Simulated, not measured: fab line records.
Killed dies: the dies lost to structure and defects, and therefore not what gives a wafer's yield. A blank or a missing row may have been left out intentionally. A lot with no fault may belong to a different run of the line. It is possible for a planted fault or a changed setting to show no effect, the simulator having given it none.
One fault through the eyes of 2 desks -- flow gf180mcu -- every desk sees just its own numbers, and what lay behind them comes last

THE TOOL OWNER'S DESK: plasma_asher-04
The tool's own readings at GF_NSD_STRIP_11 (strips in O2/N2): means of the sampled wafers that have a number, for each lot that ran on this tool. The brackets show how far a lot's mean lies from the usual mean; more than 4 standard deviations puts the lot out of limits, marked OUT.
Columns: A = chamber_pressure_mTorr at GF_NSD_STRIP_11, usual 1500.1 mTorr; B = drypump_motor_current_A at GF_NSD_STRIP_11, usual 6.0 A; C = heater_power_w at GF_NSD_STRIP_11, usual 343 W; D = o2_flow_sccm at GF_NSD_STRIP_11, usual 2999 sccm; E = oes_product_au at GF_NSD_STRIP_11, usual 0.487 a.u.; F = strip_time_to_endpoint_s at GF_NSD_STRIP_11, usual 22.96 s
lot,first seen here,A,B,C,D,E,F
L675,day 13 15:43,1499.8,5.8,355,3009,0.486,22.94
L677,day 14 16:32,1499.5,6.1,357,3001,0.480,22.94
L678,day 15 01:48,1501.3,6.1,358,3001,0.487,22.90
L681,day 15 23:01,1500.3,5.8,352,3005,0.486,22.97
This desk's verdict: no lot among the 4 shows anything out of limits.

FROM THE METROLOGY DESK
What the gauges read, lot by lot, whatever tool the lot ran on: means of the sampled wafers that have a number. The brackets show how far a lot's mean lies from the usual mean; more than 4 standard deviations puts the lot out of limits, marked OUT.
Columns: A = cd_nm at GF_HV_LDD_CD_MEAS_07, usual 399.8 nm; B = HV_LDD_01_OVL at GF_HV_LDD_OVL_MEAS_20, usual 0.7 nm; C = cd_nm at GF_HV_LDD_CD_MEAS_31, usual 400.5 nm; D = PSD_TW at GF_PSD_TW_MEAS_11, usual 3202
lot,first seen here,A,B,C,D
L674,day 10 00:30,401.3,1.6,403.3,3218
L675,day 10 06:28,399.9,1.3,402.9,3195
L676,day 10 13:42,401.0,-1.1,396.9,3196
L677,day 11 04:10,400.5,0.8,399.4,3194
L678,day 11 14:26,397.4,0.1,400.6,3223
L679,day 11 15:01,399.5,0.4,400.9,3182
L681,day 12 07:50,399.5,0.9,398.6,3192
L682,day 12 15:19,405.0,1.9,404.6,3227
L683,day 12 23:32,398.8,-0.1,399.6,3184
L684,day 13 02:56,397.3,1.4,400.0,30 (-99 or more) OUT
L685,day 13 06:46,399.6,-0.4,402.1,30 (-99 or more) OUT
L690,day 14 23:44,398.6,0.8,402.8,3198
L695,day 16 15:16,401.1,1.3,396.9,3186
L697,day 17 06:41,399.7,0.7,399.1,3190
This desk finds L684, L685 out of limits, with the earliest case on L684 at day 17 19:49 (PSD_TW at GF_PSD_TW_MEAS_11). L674, L675, L676, L677, L678, L679, L681, L682, L683, L690, L695, L697: within limits.

TAKEN TOGETHER
At day 17 19:49 the metrology desk could have sounded an alarm, on L684, L685.
The desk of the tool owner found nothing out of limits.
The tool owner's desk has no number on record for L684, L685.
On plasma_asher-04, each named lot ran GF_NSD_STRIP_11.

WHAT THE SIMULATOR HAD INSERTED
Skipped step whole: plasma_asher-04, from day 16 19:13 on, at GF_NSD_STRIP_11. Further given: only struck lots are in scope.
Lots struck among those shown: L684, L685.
Delay in hours, fault start to first out-of-limits reading, per desk: metrology desk 25.
